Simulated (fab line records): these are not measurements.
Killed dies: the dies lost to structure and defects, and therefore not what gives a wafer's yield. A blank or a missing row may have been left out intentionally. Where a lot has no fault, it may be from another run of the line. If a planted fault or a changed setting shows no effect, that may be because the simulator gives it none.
What tool caused it? ; flow sky130 ; 36 wafers from 12 lots sampled at 5 of the route's 708 steps

WHAT THE GAUGES SHOWED, per wafer
SKY_VT_ADJUST_NCORE_CD_MEAS_07 targets a cd of 380 nm. Usual: cd nm 379.7 nm, standard deviation 2.4.
lot;measured;on;cd nm (nm);flag
L435;day 9 01:25;cd sem-02;378.3 379.7 379.3;
L438;day 9 22:08;cd sem-01;383.9 383.0 385.8;
L443;day 11 15:17;cd sem-02;380.9 380.4 381.3;
L444;day 12 02:40;cd sem-01;382.7 381.1 384.9;
L447;day 12 20:41;cd sem-01;378.6 377.9 378.4;
L448;day 13 02:25;cd sem-01;381.4 379.4 381.1;
L449;day 13 15:13;cd sem-02;372.3 375.7 377.5;
L451;day 13 22:19;cd sem-01;379.6 380.4 380.0;
L453;day 14 13:47;cd sem-02;381.5 379.9 378.3;
L454;day 15 08:30;cd sem-01;381.5 383.3 379.5;
L456;day 15 14:10;cd sem-01;377.0 378.6 380.5;
L455;day 15 14:37;cd sem-01;378.0 376.8 378.4;

SKY_VT_ADJUST_HVTR_TW_MEAS_11. Usual: VT_ADJUST_HVTR_TW gives 211.6 (standard deviation 1.1).
lot;measured;on;VT_ADJUST_HVTR_TW;flag
L435;day 10 00:16;film metro-01;212.6 212.6 212.9;
L438;day 10 21:08;film metro-01;212.4 213.4 213.2;
L443;day 12 16:25;film metro-01;199.7 199.9 199.5;OFF
L444;day 13 04:34;film metro-02;199.7 198.7 198.9;OFF
L447;day 13 22:04;film metro-02;199.7 199.0 197.5;OFF
L448;day 14 05:08;film metro-03;211.1 210.8 211.4;
L449;day 14 18:31;film metro-03;211.0 210.4 209.1;
L451;day 15 01:05;film metro-02;213.2 211.9 212.1;
L453;day 15 17:39;film metro-01;209.2 212.2 210.3;
L454;day 16 13:31;film metro-03;211.6 211.5 210.7;
L456;day 16 18:32;film metro-01;212.4 211.9 211.5;
L455;day 16 19:28;film metro-02;211.6 210.7 211.4;

WHAT TOOL EACH LOT RAN ON (gives the tool, then ch and the chambers of the sampled wafers, and finally the start)
lot;SKY_VT_ADJUST_LVTN_STRIP_09;SKY_VT_ADJUST_LVTN_STRIP_20;SKY_VT_ADJUST_HVTR_IMPLANT_09
L435;plasma asher-01 ch 0,1, day 7 09:38;plasma asher-03 ch 0,1, day 8 04:50;implanter-02 ch 0, day 10 00:02
L438;plasma asher-01 ch 0,1, day 8 03:13;plasma asher-01 ch 0,1, day 9 00:34;implanter-04 ch 0, day 10 20:54
L443;plasma asher-01 ch 0,1, day 9 16:38;plasma asher-04 ch 0,1, day 10 15:14;implanter-04 ch 0, day 12 16:12
L444;plasma asher-04 ch 0,1, day 10 03:51;plasma asher-04 ch 0,1, day 11 03:32;implanter-04 ch 0, day 13 04:20
L447;plasma asher-04 ch 0, day 10 20:13;plasma asher-01 ch 0,1, day 11 20:31;implanter-04 ch 0, day 13 21:50
L448;plasma asher-03 ch 0,1, day 11 01:24;plasma asher-04 ch 0,1, day 12 01:12;implanter-03 ch 0, day 14 04:53
L449;plasma asher-03 ch 0,1, day 11 12:43;plasma asher-04 ch 0,1, day 12 13:52;implanter-03 ch 0, day 14 18:16
L451;plasma asher-04 ch 0,1, day 11 20:52;plasma asher-04 ch 0,1, day 12 21:19;implanter-02 ch 0, day 15 00:50
L453;plasma asher-03 ch 0,1, day 12 11:01;plasma asher-04 ch 1, day 13 12:03;implanter-03 ch 0, day 15 17:25
L454;plasma asher-04 ch 0, day 13 03:22;plasma asher-03 ch 0,1, day 14 05:39;implanter-02 ch 0, day 16 13:16
L456;plasma asher-04 ch 0,1, day 13 09:12;plasma asher-03 ch 1, day 14 11:22;implanter-02 ch 0, day 16 18:17
L455;plasma asher-04 ch 0,1, day 13 09:31;plasma asher-01 ch 0,1, day 14 11:27;implanter-03 ch 0, day 16 19:13
- SKY_VT_ADJUST_LVTN_STRIP_09: strips in O2/N2.
- SKY_VT_ADJUST_LVTN_STRIP_20: strips in O2/N2.
- SKY_VT_ADJUST_HVTR_IMPLANT_09

AS READ BY THE TOOLS THEMSELVES (means over the sampled wafers that have a number; for cases with no such wafer, the mark the record gives instead)
SKY_VT_ADJUST_LVTN_STRIP_09. Usual: drypump motor current A 5.6 A, standard deviation 0.49; o2 flow sccm 2999 sccm, standard deviation 9; oes product au 0.722 a.u., standard deviation 0.0045; strip time to endpoint s 36.90 s, standard deviation 0.12.
lot;tool;drypump motor current A (A);o2 flow sccm (sccm);oes product au (a.u.);strip time to endpoint s (s);flag
L435;plasma asher-01;5.3;2999;0.722;37.04;
L438;plasma asher-01;5.2;2995;0.722;36.94;
L443;plasma asher-01;5.2;3000;0.720;37.03;
L444;plasma asher-04;6.0;2995;0.721;36.74;
L447;plasma asher-04;5.8;3002;0.724;36.81;
L448;plasma asher-03;5.1;3008;0.720;36.94;
L449;plasma asher-03;5.2;2992;0.721;36.87;
L451;plasma asher-04;6.0;2993;0.721;36.87;
L453;plasma asher-03;5.1;3001;0.722;36.89;
L454;plasma asher-04;5.8;2998;0.727;37.01;
L456;plasma asher-04;5.9;3002;0.722;36.97;
L455;plasma asher-04;6.1;2998;0.717;37.04;

SKY_VT_ADJUST_LVTN_STRIP_20. Usual: drypump motor current A 5.6 A, standard deviation 0.48; o2 flow sccm 3000 sccm, standard deviation 9.5; oes product au 0.715 a.u., standard deviation 0.0042; strip time to endpoint s 14.16 s, standard deviation 0.043.
lot;tool;drypump motor current A (A);o2 flow sccm (sccm);oes product au (a.u.);strip time to endpoint s (s);flag
L435;plasma asher-03;5.0;3006;0.714;14.17;
L438;plasma asher-01;5.3;2995;0.722;14.18;
L443;plasma asher-04;6.0;2995;0.713;14.21;
L444;plasma asher-04;6.1;2996;0.715;14.12;
L447;plasma asher-01;5.3;3003;0.714;14.21;
L448;plasma asher-04;6.0;2998;0.718;14.16;
L449;plasma asher-04;6.0;2997;0.715;14.17;
L451;plasma asher-04;6.0;3000;0.719;14.21;
L453;plasma asher-04;6.2;2997;0.715;14.17;
L454;plasma asher-03;5.0;2996;0.718;14.18;
L456;plasma asher-03;4.8;2998;0.712;14.17;
L455;plasma asher-01;5.2;2996;0.712;14.15;

SKY_VT_ADJUST_HVTR_IMPLANT_09. Usual: dose ions cm2 2.1001e+12, standard deviation 2.4e+09; faraday current uA 11.85, standard deviation 0.23.
lot;tool;dose ions cm2;faraday current uA;flag
L435;implanter-02;2.0965e+12;11.91;
L438;implanter-04;2.0984e+12;12.16;
L443;implanter-04;1.6785e+12;9.42;OFF
L444;implanter-04;1.6788e+12;9.49;OFF
L447;implanter-04;1.6793e+12;9.46;OFF
L448;implanter-03;2.0997e+12;11.82;
L449;implanter-03;2.1007e+12;11.81;
L451;implanter-02;2.1036e+12;11.74;
L453;implanter-03;2.0975e+12;12.02;
L454;implanter-02;2.0973e+12;11.83;
L456;implanter-02;2.1028e+12;11.84;
L455;implanter-03;2.0977e+12;11.65;

THE ANSWER, worked out from the rows above alone
Rule: lot off if the mean of its wafers having a number is beyond 3 standard deviations from the usual mean. A lot without any number at a reading at which 4 lots or more have one is off too. All remaining lots with rows at the step are treated as sound. The gauges are gone through in route order, then the tools' own readings, and for those a lot's mean is taken as printed above. The first step at which some lot is off is used, and at that step the reading that is off furthest; a lot without a number counts as furthest.
Off: L443, L444, L447, seen at SKY_VT_ADJUST_HVTR_TW_MEAS_11 (VT_ADJUST_HVTR_TW).
A tool fits if, at a process step before that reading, it ran every lot that is off, and no sound lot after the first of them. The gauges at SKY_VT_ADJUST_HVTR_TW_MEAS_11 aren't tried: what is off there is off at SKY_VT_ADJUST_HVTR_IMPLANT_09 too, on other tools, and a gauge's error can't cause that. One fits: SKY_VT_ADJUST_HVTR_IMPLANT_09 on implanter-04. A fault onset in the window from L438 (day 10 20:54, its last sound lot) to L443 (day 12 16:12, its first lot off) fits.
The tool's own readings at SKY_VT_ADJUST_HVTR_IMPLANT_09 bear it out: on the lots that are off they differ by more than 5 times the standard deviation of the sound lots' means. dose ions cm2 reads 1.6789e+12 there against 2.0994e+12 on the sound lots; faraday current uA reads 9.46 there against 11.86 on the sound lots.

WHAT THE SIMULATOR HAD PUT IN
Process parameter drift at SKY_VT_ADJUST_HVTR_IMPLANT_09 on implanter-04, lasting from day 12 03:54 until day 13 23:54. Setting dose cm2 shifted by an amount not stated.
Shown lots that were struck: L443, L444, L447. The same result came from the rule above.
